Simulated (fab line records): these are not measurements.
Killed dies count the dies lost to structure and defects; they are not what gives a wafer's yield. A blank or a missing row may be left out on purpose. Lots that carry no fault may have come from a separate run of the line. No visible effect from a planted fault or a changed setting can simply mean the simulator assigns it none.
The tool behind it: which one?    flow sky130    7 lots with 21 wafers sampled at 3 steps, on a route of 708 steps

WHAT THE GAUGES SHOWED, per wafer
SKY_LDD_N_OVL_MEAS_07.
lot   measured      on          LDD_N_OVL (nm)
L947  day 18 12:44  overlay-01  1.6 1.5 1.6
L951  day 19 19:20  overlay-02  1.9 1.9 1.5
L954  day 21 08:32  overlay-02  - - -
L959  day 23 01:45  overlay-02  0.4 1.7 1.1
L962  day 24 12:46  overlay-01  1.9 1.4 0.3
L964  day 24 19:06  overlay-02  0.7 0.6 1.6
L968  day 26 02:28  overlay-01  1.2 -0.2 -0.4

WHAT TOOL EACH LOT RAN ON (gives the tool, then ch and the chambers of the sampled wafers, and finally the start)
lot   SKY_FIELD_ISO_CMP_27          SKY_LDD_N_COAT_02
L947  cmp-01 ch 1,2, day 2 19:08    litho_track-01 ch 0, day 17 20:41
L951  cmp-02 ch 0,3, day 3 14:40    litho_track-03 ch 0, day 19 01:52
L954  cmp-02 ch 0,1,3, day 4 08:46  litho_track-03, day 20 17:19
L959  cmp-02 ch 1,3, day 5 09:14    litho_track-01 ch 0, day 22 11:23
L962  cmp-01 ch 1,2,3, day 6 07:12  litho_track-02 ch 0, day 23 22:35
L964  cmp-02 ch 0,1,3, day 6 14:09  litho_track-01 ch 0, day 24 04:10
L968  cmp-02 ch 1,2,3, day 7 14:53  litho_track-03 ch 0, day 25 11:22
- SKY_FIELD_ISO_CMP_27: polishes, stops on Si3N4, t overpolish 16 s, target thk 457.8 nm.
- SKY_LDD_N_COAT_02: resist thk 300 nm.

THE ANSWER, worked out from the rows above alone
Rule: the lots themselves supply what counts as usual. Put in order of their means at a reading, lots are off if they are a third of the lots or fewer, leave a main group of 4 or more, and stand apart from it by a gap of 3 or more times the standard deviation of the main group's means; of several such gaps the widest counts. A main group is skipped when, at the precision printed for the reading in the tables above, its means are all equal. Also off: a lot with no number at a reading for which 4 or more lots have one. Any other lot the step has rows for is counted as sound.
Off: at SKY_LDD_N_OVL_MEAS_07 (LDD_N_OVL), L954. Without a number there: L954. The main group has a mean of 1.1 nm with a standard deviation of 0.5.
If a tool, at a process step before that reading, ran all the lots that are off and no sound lot after the first of them, it fits. The gauges at SKY_LDD_N_OVL_MEAS_07 are tried like those tools. Of those tried, none fits.

WHAT HAD BEEN PUT IN BY THE SIMULATOR
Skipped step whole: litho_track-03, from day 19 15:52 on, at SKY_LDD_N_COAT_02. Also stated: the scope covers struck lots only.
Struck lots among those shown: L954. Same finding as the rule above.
